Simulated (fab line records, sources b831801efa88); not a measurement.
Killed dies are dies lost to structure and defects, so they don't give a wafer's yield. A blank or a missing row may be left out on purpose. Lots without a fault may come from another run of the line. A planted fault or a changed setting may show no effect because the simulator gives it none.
One fault seen from 2 desks | flow gf180mcu | each desk has only its own numbers; what lay behind them comes last

THE METROLOGY DESK
What the gauges read, lot by lot, whatever tool the lot ran on: means of the sampled wafers that have a number. A lot is out of limits, marked OUT, if its mean lies more than 4 standard deviations from the usual mean; the brackets give that distance.
Columns: A = VT_IMPLANT_TW at GF_VT_IMPLANT_TW_MEAS_10, usual 559; B = MVPSD_RS at GF_VT_IMPLANT_RS_MEAS_49, usual 1168.1 ohm/sq
lot  | first seen here | A   | B
L897 | day 6 04:08     | 557 | 1165.9
L899 | day 6 15:40     | 569 | 1166.0
L901 | day 7 04:46     | 568 | 1167.5
L902 | day 7 08:40     | 557 | 1168.9
L903 | day 7 15:38     | 554 | 1166.4
L905 | day 8 03:25     | 561 | 1147.5 (-8.9) OUT
L906 | day 8 10:55     | 563 | 1149.2 (-8.2) OUT
L907 | day 8 13:35     | 556 | 1169.9
L908 | day 9 02:38     | 557 | 1149.5 (-8.1) OUT
L911 | day 9 18:20     | 563 | 1168.6
L912 | day 9 23:26     | 554 | 1163.7
L916 | day 10 20:23    | 556 | 1168.0
This desk's finding: out of limits on L905, L906, L908; first on L905, day 10 06:18 (MVPSD_RS at GF_VT_IMPLANT_RS_MEAS_49). In limits: L897, L899, L901, L902, L903, L907, L911, L912, L916.

THE TOOL OWNER'S DESK: implanter-03
The tool's own readings at GF_MVPSD_IMPLANT_08: means of the sampled wafers that have a number, for each lot that ran on this tool. A lot is out of limits, marked OUT, if its mean lies more than 4 standard deviations from the usual mean; the brackets give that distance.
Columns: A = beam_energy_keV at GF_MVPSD_IMPLANT_08, usual 169.99; B = dose_ions_cm2 at GF_MVPSD_IMPLANT_08, usual 1.5e+13; C = end_station_pressure_torr at GF_MVPSD_IMPLANT_08, usual 5.06e-06 Torr; D = faraday_current_uA at GF_MVPSD_IMPLANT_08, usual 84.6; E = tilt_deg at GF_MVPSD_IMPLANT_08, usual 0.005 degrees
lot  | first seen here | A                        | B       | C        | D    | E
L897 | day 5 12:53     | 169.85                   | 1.5e+13 | 5.00e-06 | 83.6 | 0.018
L903 | day 7 00:31     | 169.96                   | 1.5e+13 | 4.97e-06 | 83.6 | 0.004
L905 | day 7 10:55     | 187.30 (+99 or more) OUT | 1.5e+13 | 5.10e-06 | 84.9 | -0.011
L906 | day 7 18:37     | 187.31 (+99 or more) OUT | 1.5e+13 | 4.99e-06 | 85.2 | 0.015
L908 | day 8 09:44     | 187.35 (+99 or more) OUT | 1.5e+13 | 5.02e-06 | 85.7 | -0.013
This desk's finding: out of limits on L905, L906, L908; first on L905, day 7 10:55 (beam_energy_keV at GF_MVPSD_IMPLANT_08). In limits: L897, L903.

PUT TOGETHER
The tool owner's desk could have raised an alarm at day 7 10:55, on L905, L906, L908.
The metrology desk could have raised an alarm at day 10 06:18, on L905, L906, L908.
Of the lots named, all ran GF_MVPSD_IMPLANT_08 on implanter-03.

WHAT THE SIMULATOR HAD PUT IN
Process parameter drift: implanter-03, from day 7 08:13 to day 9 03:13, at GF_MVPSD_IMPLANT_08. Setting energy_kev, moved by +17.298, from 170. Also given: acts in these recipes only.
Lots struck among those shown: L905, L906, L908.
Hours from the fault's start to each desk's first reading out of limits: the tool owner's desk, 3; the metrology desk, 70.
